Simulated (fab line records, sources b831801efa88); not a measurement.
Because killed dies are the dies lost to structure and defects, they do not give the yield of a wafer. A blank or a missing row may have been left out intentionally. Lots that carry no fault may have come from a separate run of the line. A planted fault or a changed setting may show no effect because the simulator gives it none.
Chamber matching | flow gf180mcu | GF_STI_ETCH_13 on rie_diel-04: 4 sister chambers
The step etches the open film in CHF3/O2, stops on Si, target depth 282.31 nm, time 112.9 s. 22 wafers are shown with their chamber, then 11 later ones without.

## WAFERS PAIRED WITH THEIR CHAMBERS
wafer  | chamber | drypump_motor_current_A (A) | oes_product_au (a.u.) | bias_w (W)
L074.3 | 0       | 6.02                        | 0.834                 | 200.1
L074.4 | 3       | 5.66                        | 0.825                 | 199.4
L074.5 | 3       | 5.66                        | 0.835                 | 200.0
L076.1 | 3       | 5.65                        | 0.840                 | 200.1
L076.2 | 1       | 5.76                        | 0.834                 | 200.0
L076.4 | 2       | 6.22                        | 0.833                 | 200.3
L081.2 | 3       | 5.67                        | 0.831                 | 200.8
L081.4 | 2       | 6.21                        | 0.825                 | 199.5
L081.5 | 3       | 5.66                        | 0.833                 | 199.9
L082.1 | 0       | 6.07                        | 0.841                 | 199.3
L082.2 | 1       | 5.78                        | 0.830                 | 200.5
L082.5 | 2       | 6.21                        | 0.833                 | 201.1
L083.1 | 0       | 6.04                        | 0.839                 | 199.7
L083.2 | 2       | 6.19                        | 0.831                 | 199.8
L083.3 | 1       | 5.76                        | 0.846                 | 200.0
L084.4 | 3       | 5.65                        | 0.830                 | 200.3
L084.5 | 1       | 5.76                        | 0.827                 | 199.2
L084.6 | 2       | 6.22                        | 0.824                 | 200.6
L085.2 | 1       | 5.77                        | 0.838                 | 200.7
L085.4 | 2       | 6.21                        | 0.835                 | 200.7
L085.6 | 1       | 5.76                        | 0.825                 | 200.8
L091.4 | 3       | 5.68                        | 0.835                 | 199.5

SIGNATURES (averages over the wafers above)
reading                 | chamber 0 | chamber 1 | chamber 2 | chamber 3 | scatter within a chamber
drypump_motor_current_A | 6.0433    | 5.7650    | 6.2100    | 5.6614    | 0.0127
oes_product_au          | 0.83800   | 0.83333   | 0.83017   | 0.83271   | 0.00562
bias_w                  | 199.700   | 200.200   | 200.333   | 200.000   | 0.539
Rule: for each reading, subtract the chamber's mean from the wafer's reading, divide by that reading's scatter and square the result; add these up over the readings and take the root, which gives the wafer's distance from the chamber. If the next closest chamber is less than 2 further off than the closest, the wafer can't be placed; otherwise it belongs to the closest. How the scatter is found: for the shown wafers, subtract from each reading the mean of its chamber, square and add these, divide the total by (wafers less chambers), then take the root.

## WAFERS WITH NO CHAMBER GIVEN
wafer  | drypump_motor_current_A (A) | oes_product_au (a.u.) | bias_w (W)
L091.5 | 5.75                        | 0.836                 | 200.5
L091.6 | 6.19                        | 0.836                 | 200.0
L094.2 | 5.66                        | 0.839                 | 200.6
L094.3 | 6.22                        | 0.839                 | 199.6
L094.6 | 6.22                        | 0.834                 | 199.5
L095.2 | 5.67                        | 0.828                 | 200.5
L095.4 | 6.06                        | 0.837                 | 199.9
L095.5 | 5.76                        | 0.837                 | 200.8
L097.4 | 6.22                        | 0.828                 | 199.9
L097.5 | 6.06                        | 0.816                 | 199.5
L097.6 | 6.21                        | 0.822                 | 200.5

## THE CHAMBER EACH PASSED THROUGH
wafer  | from the rows above | in truth
L091.5 | 1                   | 1
L091.6 | 2                   | 2
L094.2 | 3                   | 3
L094.3 | 2                   | 2
L094.6 | 2                   | 2
L095.2 | 3                   | 3
L095.4 | 0                   | 0
L095.5 | 1                   | 1
L097.4 | 2                   | 2
L097.5 | 0                   | 0
L097.6 | 2                   | 2
11 of 11 placed correctly. Number that these rows cannot place: 0. Placed wrongly: 0.
